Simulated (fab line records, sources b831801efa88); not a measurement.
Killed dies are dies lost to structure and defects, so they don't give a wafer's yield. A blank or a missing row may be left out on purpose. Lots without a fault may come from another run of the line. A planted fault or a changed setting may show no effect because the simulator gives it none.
fab line records | flow sky130
record lots=4 wafers=12 last_day=49
route steps=708 shown LOCAL_INTERCONNECT@400 CONTACT@406 METAL1@434 PAD_OPEN@708
lots that met no fault: from a run of the same line without faults
start_h: hours from the record's first day to the start of the lot's first wafer shown | wait_h: hours since the lot's step before | " the same as in the row above | L1.1+2: a row that stands for several wafers | - no value, or no start given | * or withheld: withheld | < > ~ a bound
route shown NAME@n: a module of which the file shows steps, and the number in the route of the first | usual: mean/standard deviation of fault-free wafers | same: alike in all rows | chamber/n: place in a boat | sites: the reading at each site | _std_site: their standard deviation | _edge_site: outer sites' mean less inner sites' | radius_mm: how far each site lies from the wafer's centre | mask NAME#n: copy n | behind: the tool/chamber that last shaped the wafer | hold: why the lot was held/for how many hours/how that ended | device: the transistor (n, p or np) that didn't switch | end of line: the same wafers' tests at the end of the route | a step without rows: its recipe alone | killed: dies lost to structure and defects at the first sort, not the wafer's yield | map: a wafer's dies, x killed, . not, _ none there
set.NAME: the setting as run; set.NAME@STEP: as run at that earlier step | model.NAME: the simulator's own value behind a step, which no gauge read
lots at some steps of the route; a table a step, a row a wafer
services: from which hour (start_h, from the record's first day; less than 0 if before it) a tool's chamber was out of use, for how many hours, and why
## steps
# step SKY_LOCAL_INTERCONNECT_ETCH_13
# recipe chemistry=N2/H2 target=BARC ion_energy_ev=200 bias_w=100 pressure_mtorr=30 n2_flow_sccm=100 h2_flow_sccm=200 icp_w=500 stop_on=SiO2 time_s=45.9 target_depth_a=600
# step SKY_LOCAL_INTERCONNECT_METAL_ETCH_14
# recipe target_depth_nm=110 stop_on=PSG chemistry=Cl2/BCl3 target=TiN resist_sidewall_deg=88 pressure_mtorr=10 icp_w=900 bias_w=48.5 Cl2_flow_sccm=60 bcl3_flow_sccm=30 time_s=31.4
# step SKY_LOCAL_INTERCONNECT_STRIP_15
# recipe chemistry=O2/N2 power_w=1400 pressure_mtorr=1500 platen_temp_c=withheld o2_flow_sccm=3000 n2_flow_sccm=300 overash_fraction=0.5
# step SKY_LOCAL_INTERCONNECT_STRIP_16
# recipe chemistry=post_etch_residue_remover time_s=1200 temp_c=72.5
# step SKY_LOCAL_INTERCONNECT_CLEAN_17
# recipe chemistry=IPA time_s=180 temp_c=25
# step SKY_LOCAL_INTERCONNECT_CLEAN_18
# recipe chemistry=O3/DIW dry=n2_spin
# step SKY_CONTACT_CVD_00
# recipe material=Si3N4 target_thk_nm=75 temp_c=400 time_s=withheld rf_w=450
# step SKY_CONTACT_HDPCVD_02
# recipe material=SiO2 target_thk_nm=565 sigma_open_frac=0.3 time_s=94.2 temp_c=600 sih4_flow_sccm=60 pressure_mtorr=6
# step SKY_CONTACT_CMP_04
# recipe material=SiO2 down_force_psi=4 platen_rpm=60 pad_velocity_m_s=0.94248
# usual motor_current_A=12.1/1 time_to_endpoint_s=82/7.1
# columns lot.wafer tool chamber start_h wait_h motor_current_A time_to_endpoint_s model.SiO2_of_CONTACT_HDPCVD_02.thk_nm
L832.3 cmp-01 1 764.30 0.1 11.7 101 411.7
L832.5 " 3 " " 11.6 104 419
L832.6 " 0 " " 12.6 102 414.8
L834.2 cmp-01 0 768.37 0.0 12.5 100 414.7
L834.3 " 1 " " 11.3 99 411.6
L834.4 " 3 " " 11.5 102 416.9
L839.3 cmp-02 1 813.98 0.0 12.7 84 341.9
L839.4 " 3 " " 14.0 94 342.5
L839.2 " 0 " " 11.8 85 340.1
L847.3 cmp-01 1 862.82 2.1 11.8 74 337.6
L847.2 " 0 " " 12.4 78 338.7
L847.5 " 2 " " 12.4 85 340.3
# step SKY_CONTACT_DEHYDRATE_06
# recipe temp_c=200 time_s=60
# step SKY_CONTACT_HMDS_07
# recipe prime_time_s=60 prime_temp_c=120
# step SKY_CONTACT_COAT_08
# recipe resist=BARC temp_c=withheld time_s=withheld spin_rpm=3000 resist_thk_nm=60
# step SKY_CONTACT_COAT_09
# recipe resist=KrF-thick spin_rpm=3000 resist_thk_nm=450
# step SKY_CONTACT_SOFTBAKE_10
# recipe temp_c=100 time_s=90 resist=KrF-thick
# step SKY_CONTACT_EXPOSE_11
# recipe mask_id=CTM1 na=0.8 source_shape=annular sigma_inner=0.55 sigma_outer=0.85 target_cd_nm=170 dose_mj=38
# step SKY_CONTACT_PEB_12
# recipe peb_temp_c=withheld peb_time_s=withheld resist=KrF-thick
# step SKY_CONTACT_DEVELOP_13
# recipe develop_time_s=60 resist=KrF-thick dev_temp_c=21
# step SKY_CONTACT_ETCH_16
# recipe chemistry=N2/H2 target=BARC ion_energy_ev=200 source_w=508.3 bias_w=100 pressure_mtorr=30 n2_flow_sccm=100 h2_flow_sccm=200 stop_on=SiO2 time_s=45.9 target_depth_a=600
# step SKY_CONTACT_ETCH_17
# recipe target=SiO2 chemistry=C4F8/O2/Ar stop_on=Si3N4 mask_material=KrF-thick source_w=1500 bias_w=1200 pressure_mtorr=40 c4f8_flow_sccm=withheld O2_flow_sccm=6 Ar_flow_sccm=300 time_s=withheld target_depth_a=3400
# usual oes_product_au=0.893/0.0053
# columns lot.wafer tool chamber start_h wait_h oes_product_au model.etch.depth_nm model.CONTACT.feature_depth_nm
L832.3 rie_diel-03 3 790.90 0.0 0.991 411.5 411.5
L832.5 " 2 " " 1.013 419 419
L832.6 " 1 " " 0.986 404.9 404.9
L834.2 rie_diel-04 2 795.89 0.0 1.006 414.7 414.7
L834.3 " 0 " " 0.993 411.6 411.6
L834.4 " 3 " " 1.009 416.9 416.9
L839.2 rie_diel-03 2 841.23 0.0 0.888 340.1 340.1
L839.3 " 1 " " 0.890 341.9 341.9
L839.4 " 1 " " 0.886 342.5 342.5
L847.2 rie_diel-03 3 888.93 0.0 0.885 338.7 338.7
L847.3 " 0 " " 0.886 337.6 337.6
L847.5 " 3 " " 0.889 340.2 340.2
# step SKY_CONTACT_ETCH_18
# recipe target=Si3N4 chemistry=CHF3/O2 stop_on=TiN source_w=600 bias_w=200 pressure_mtorr=40 chf3_flow_sccm=50 O2_flow_sccm=5 time_s=39 target_depth_a=750
# step SKY_CONTACT_STRIP_19
# recipe chemistry=O2/N2 power_w=1400 pressure_mtorr=1500 platen_temp_c=withheld o2_flow_sccm=3000 n2_flow_sccm=300 overash_fraction=0.5
# step SKY_CONTACT_STRIP_20
# recipe chemistry=post_etch_residue_remover time_s=1200 temp_c=72.5
# step SKY_CONTACT_CLEAN_21
# recipe chemistry=IPA time_s=180 temp_c=25
# step SKY_CONTACT_CLEAN_22
# recipe chemistry=O3/DIW dry=n2_spin
# step SKY_CONTACT_SPUTTER_23
# recipe material=TiN target_thk_nm=20 chamber_pressure_pa=5 power_w=4000 time_s=80
# step SKY_CONTACT_CVD_24
# recipe material=W target_thk_nm=340 time_s=102.12 temp_c=400 pressure_torr=40
# step SKY_CONTACT_CMP_27
# recipe stop_on=SiO2 t_overpolish_s=15 down_force_psi=3.5 platen_rpm=60 target_thk_nm=0 pad_velocity_m_s=0.94248
# step SKY_METAL1_SPUTTER_00
# recipe material=Ti target_thk_nm=15 power_w=3000 time_s=10 chamber_pressure_pa=0.4
# step SKY_METAL1_SPUTTER_01
# recipe material=TiN target_thk_nm=20 power_w=6500 time_s=16.7 chamber_pressure_pa=0.4
# step SKY_METAL1_SPUTTER_02
# recipe material=AlCu target_thk_nm=250 power_w=10600 time_s=13.3 chamber_pressure_pa=0.4
# step SKY_METAL1_SPUTTER_03
# recipe material=Ti target_thk_nm=5 power_w=3000 time_s=3.3 chamber_pressure_pa=0.4
# step SKY_METAL1_SPUTTER_04
# recipe material=TiN target_thk_nm=70 power_w=6500 time_s=58.3 chamber_pressure_pa=0.4
# step SKY_METAL1_METAL_ETCH_19
# recipe target_depth_a=3600 stop_on=SiO2 over_etch_frac=0.3 time_s=78 chemistry=Cl2/BCl3 resist_sidewall_deg=88 pressure_mtorr=10 icp_w=900 bias_w=48.5 Cl2_flow_sccm=60 bcl3_flow_sccm=30
# usual drypump_motor_current_A=6.12/0.28 oes_product_au=0.854/0.0061 throttle_valve_pct=22.265/0.009
# columns lot.wafer tool chamber start_h wait_h drypump_motor_current_A oes_product_au rf_hours_counter_h throttle_valve_pct model.SiO2_of_CONTACT_HDPCVD_02.thk_nm
L832.3 rie_metal-04 0 818.90 0.1 6.12 0.860 - 22.271 397.7
L832.5 " 0 " " 6.13 0.854 - 22.266 404.9
L832.6 " 1 " " 6.47 0.849 - 22.282 400.7
L834.2 rie_metal-01 1 824.69 0.0 6.27 0.848 6 22.252 400.8
L834.3 " 0 " " 5.56 0.850 - 22.265 397.5
L834.4 " 1 " " 6.27 0.859 - 22.254 403
L839.2 rie_metal-04 0 869.22 0.0 6.14 0.850 4 22.263 326.1
L839.3 " 0 " " 6.12 0.852 - 22.274 327.9
L839.4 " 1 " " 6.50 0.851 - 22.262 328.4
L847.2 rie_metal-04 0 915.73 0.0 6.13 0.853 6 22.274 324.7
L847.3 " 1 " " 6.46 0.857 - 22.246 323.4
L847.5 " 1 " " 6.44 0.855 - 22.258 326
# step SKY_PAD_OPEN_PROBE_99
# usual killed_at_M0_to_M3=42/7.1 killed_at_M4_up=3.0/1.7 killed_at_contacts=25/5 killed_at_front_end=16/4.4 killed_at_other=0.5/1.4 killed_dies=87/9.2 killed_open=47/6.2 killed_short=39/6.6
# same gross_dies=492 killed_at_back_side=0
# columns lot.wafer tool chamber start_h wait_h killed_at_M0_to_M3 killed_at_M4_up killed_at_contacts killed_at_front_end killed_at_other killed_dies killed_open killed_short model.etest.mcon_chain.rc_ohm
L832.3 prober-02 - 1117.49 0.2 47 2 67 17 1 134 55 39 -
L832.5 prober-02 - 1117.59 0.2 44 1 27 22 0 94 49 38 -
L832.6 prober-02 - 1117.64 0.2 45 0 193 26 0 264 51 41 -
L834.2 prober-01 - 1121.14 0.1 38 3 43 14 0 98 42 39 17.48
L834.3 prober-01 - 1121.19 0.2 39 4 53 22 2 120 52 40 19.82
L834.4 prober-01 - 1121.24 0.2 36 2 52 20 1 111 50 36 20.27
L839.2 prober-01 - 1152.94 0.1 45 5 25 10 0 85 43 40 16.77
L839.3 prober-01 - 1152.99 0.2 43 4 19 8 0 74 49 25 17
L839.4 prober-01 - 1153.04 0.2 38 1 14 12 0 65 35 30 16.87
L847.2 prober-01 - 1186.70 0.1 42 4 26 15 0 87 51 36 17.11
L847.3 prober-01 - 1186.75 0.2 43 2 31 17 0 93 46 47 16.57
L847.5 prober-01 - 1186.85 0.2 34 4 22 11 1 72 32 40 16.75
# killed by level:class
L832.3 CONTACT:area_cmp=39 VIA2:geometric_particle:open=11 LOCAL_INTERCONNECT:geometric_particle:short=8 CONTACT:geometric_particle:open=8 VIA3:geometric_particle:open=8 METAL2:geometric_particle:short=8 LI_CONTACT:geometric_particle:open=6 VIA3:geometric_particle:short=5
L832.5 VIA2:geometric_particle:open=9 CONTACT:geometric_particle:open=8 VIA1:geometric_particle:open=8 FIELD_ISO:geometric_particle:short=6 LI_CONTACT:geometric_particle:open=6 METAL2:geometric_particle:short=6 CONTACT:area_cmp=6 FIELD_ISO:geometric_particle:open=5
L832.6 CONTACT:area_cmp=171 CONTACT:geometric_particle:open=10 VIA1:geometric_particle:open=9 FIELD_ISO:geometric_particle:short=8 FIELD_ISO:geometric_particle:open=8 METAL2:geometric_particle:short=8 VIA3:geometric_particle:open=7 VIA2:geometric_particle:open=6
L834.2 CONTACT:area_cmp=16 CONTACT:geometric_particle:open=13 VIA1:geometric_particle:open=7 POLY_GATE:geometric_particle:open=5 VIA1:geometric_particle:short=5 METAL2:geometric_particle:short=5 VIA2:geometric_particle:open=5 POLY_GATE:geometric_particle:short=4
L834.3 CONTACT:area_cmp=26 CONTACT:geometric_particle:open=10 VIA1:geometric_particle:open=8 METAL2:geometric_particle:short=8 FIELD_ISO:geometric_particle:open=7 LI_CONTACT:geometric_particle:open=7 FIELD_ISO:geometric_particle:short=5 LOCAL_INTERCONNECT:geometric_particle:short=5
L834.4 CONTACT:area_cmp=24 CONTACT:geometric_particle:open=12 VIA1:geometric_particle:open=9 LI_CONTACT:geometric_particle:open=7 FIELD_ISO:geometric_particle:open=6 POLY_GATE:geometric_particle:short=6 VIA2:geometric_particle:short=5 LOCAL_INTERCONNECT:geometric_particle:short=5
L839.2 VIA1:geometric_particle:open=16 CONTACT:geometric_particle:short=7 VIA2:geometric_particle:open=7 LOCAL_INTERCONNECT:geometric_particle:short=6 CONTACT:geometric_particle:open=5 METAL1:geometric_particle:short=5 LI_CONTACT:geometric_particle:open=4 VIA1:geometric_particle:short=4
L839.3 VIA1:geometric_particle:open=10 LI_CONTACT:geometric_particle:open=8 CONTACT:geometric_particle:open=8 VIA3:geometric_particle:open=8 VIA2:geometric_particle:open=7 FIELD_ISO:geometric_particle:short=4 VIA1:geometric_particle:short=4 VIA2:geometric_particle:short=4
L839.4 VIA1:geometric_particle:open=9 VIA2:geometric_particle:open=6 CONTACT:geometric_particle:open=5 VIA3:geometric_particle:open=5 POLY_GATE:geometric_particle:short=4 METAL1:geometric_particle:short=4 VIA1:geometric_particle:short=4 LI_CONTACT:geometric_particle:open=3
L847.2 VIA1:geometric_particle:open=13 LI_CONTACT:geometric_particle:open=10 CONTACT:geometric_particle:open=8 FIELD_ISO:geometric_particle:short=7 CONTACT:geometric_particle:short=5 FIELD_ISO:geometric_particle:open=4 VIA2:geometric_particle:open=4 METAL1:geometric_particle:short=4
L847.3 VIA1:geometric_particle:open=11 LI_CONTACT:geometric_particle:open=9 METAL1:geometric_particle:short=9 CONTACT:geometric_particle:open=8 LOCAL_INTERCONNECT:geometric_particle:short=6 FIELD_ISO:geometric_particle:short=5 FIELD_ISO:geometric_particle:open=5 VIA3:geometric_particle:open=5
L847.5 CONTACT:geometric_particle:short=7 CONTACT:geometric_particle:open=7 METAL1:geometric_particle:short=7 VIA1:geometric_particle:open=6 LI_CONTACT:geometric_particle:open=5 VIA3:geometric_particle:open=5 METAL2:geometric_particle:short=5 FIELD_ISO:geometric_particle:short=4
# map L832.6 (x killed, . not)
__________.x...x...x_________
________x..xx....x...x_______
______....xx......x....x_____
_____.x.xx.xxxxxxxx....x.____
____...xxxxxxxxxxxxxxxx...___
___.xx.x.xxxxxxxxxxxxxxx...__
__...xxxxxxxxxxxxxxxxxxxx..._
_.x...xxxxxxxxxxxxxxxx..x....
_..xxx.xxxxxxxxxxxxxxxxxxx...
_....x.xxxxxxxxxxxxxxxxxx....
_x....xxxxxxxxxxxxxxxxxxx...x
_...x..xxxxxxxxxxxxxxxxxxx..x
_....x.xxxxxxxxxxxxxxx.xx...x
_x......xxxxxxxxxxxxxxxxx....
_..x..x..xxxxxxxxx.xxx..x....
__....x..x.xx.x.x.x.x..x...._
___.x......x.....x...x.xx..__
____......x......x.xx.....___
_____.x.x.......x...x..x.____
______.x................_____
________.xx..........._______
__________xxxxxx...._________
# map L834.3 (x killed, . not)
__________.x........_________
________...........xx._______
______x.x.x.x.....x..x.x_____
_____..x.....xxx..x....x.____
____...x....xxx.......x...___
___.x..............x.....xx__
__.............x..x........._
_...x..............x.........
_.........xxx..x..x.x.x.x..xx
_xx............x..x......x.x.
_.xx...x.......x...x....x....
_x..x.xx..x.x..........x..xxx
_xx.xx...x.....x.x.x.......xx
_x.......x.xx....xx.....x....
_x.xx........xx...x.......x..
__..xx.........x.....x....x._
___...x.x....x........x...x__
____x..x..x..........x.x..___
_____......x...x...x.xx..____
______x...x.xx..x.x..x.._____
________.x.xxxx.....xx_______
__________....x....._________
## services
# columns tool chamber start_h hours kind
cmp-02 - 744.30 4.0 pm
cmp-02 - 748.30 - consumable_replace:conditioner
cmp-02 - 748.30 - consumable_replace:pad
rie_diel-04 3 775.70 3.2 repair
cmp-02 - 792.31 1.4 repair
cmp-02 - 797.71 2.0 repair
rie_diel-03 1 800.03 2.9 repair
rie_diel-03 3 804.50 5.5 repair
rie_diel-03 3 840.31 - clean
rie_diel-03 3 840.31 22.7 scheduled_down
rie_diel-03 3 840.31 22.7 vent_cycle
rie_diel-04 2 842.70 3.6 repair
cmp-02 - 844.40 1.8 repair
rie_diel-04 2 849.95 2.7 repair
rie_metal-01 0 851.49 - clean
rie_metal-01 0 851.49 18.0 scheduled_down
cmp-02 - 855.19 4.2 repair
cmp-02 - 859.43 3.9 pm
cmp-01 - 860.29 2.5 repair
cmp-01 - 872.59 1.9 repair
rie_diel-04 3 873.99 9.7 repair
rie_diel-03 2 904.71 5.3 repair
rie_diel-03 0 905.24 17.4 repair
cmp-01 - 912.02 4.0 pm
## key
first_sign step=SKY_CONTACT_CMP_04 reading=time_to_endpoint_s direction=up sigmas=2.8 usual=* struck=*
effect step=SKY_CONTACT_ETCH_17 reading=oes_product_au direction=up sigmas=20 usual=0.893 struck=0.999
effect step=SKY_PAD_OPEN_PROBE_99 reading=killed_at_contacts direction=up sigmas=9.4 usual=25 struck=72 wafers_moved=5
model_effect step=SKY_CONTACT_CMP_04 value=SiO2_of_CONTACT_HDPCVD_02.thk_nm without=339.1 struck=414.8
model_effect step=SKY_CONTACT_ETCH_17 value=etch.depth_nm without=339.1 struck=413.1
model_effect step=SKY_METAL1_METAL_ETCH_19 value=SiO2_of_CONTACT_HDPCVD_02.thk_nm without=325.1 struck=400.7
model_effect step=SKY_PAD_OPEN_PROBE_99 value=etest.mcon_chain.rc_ohm without=16.63 struck=19.19
more_kills_born_at SKY_CONTACT_CMP_04@cmp-01=282
met_at SKY_CONTACT_CMP_04
struck_wafers L832.3,L832.5,L832.6,L834.2,L834.3,L834.4
tester_left_out L832,L834
fault kind=process_parameter_drift tool=cmp-01 chamber=- onset_h=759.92 steps=SKY_CONTACT_CMP_04 channel=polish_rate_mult offset=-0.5 shape=step end_h=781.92
# tester_left_out: of these lots the tester's yield and bins aren't shown, on N5 and GAA mostly nor the transistor test; their killed dies are dies lost to structure and defects alone, not to doping, threshold or leakage, so they don't give the yield
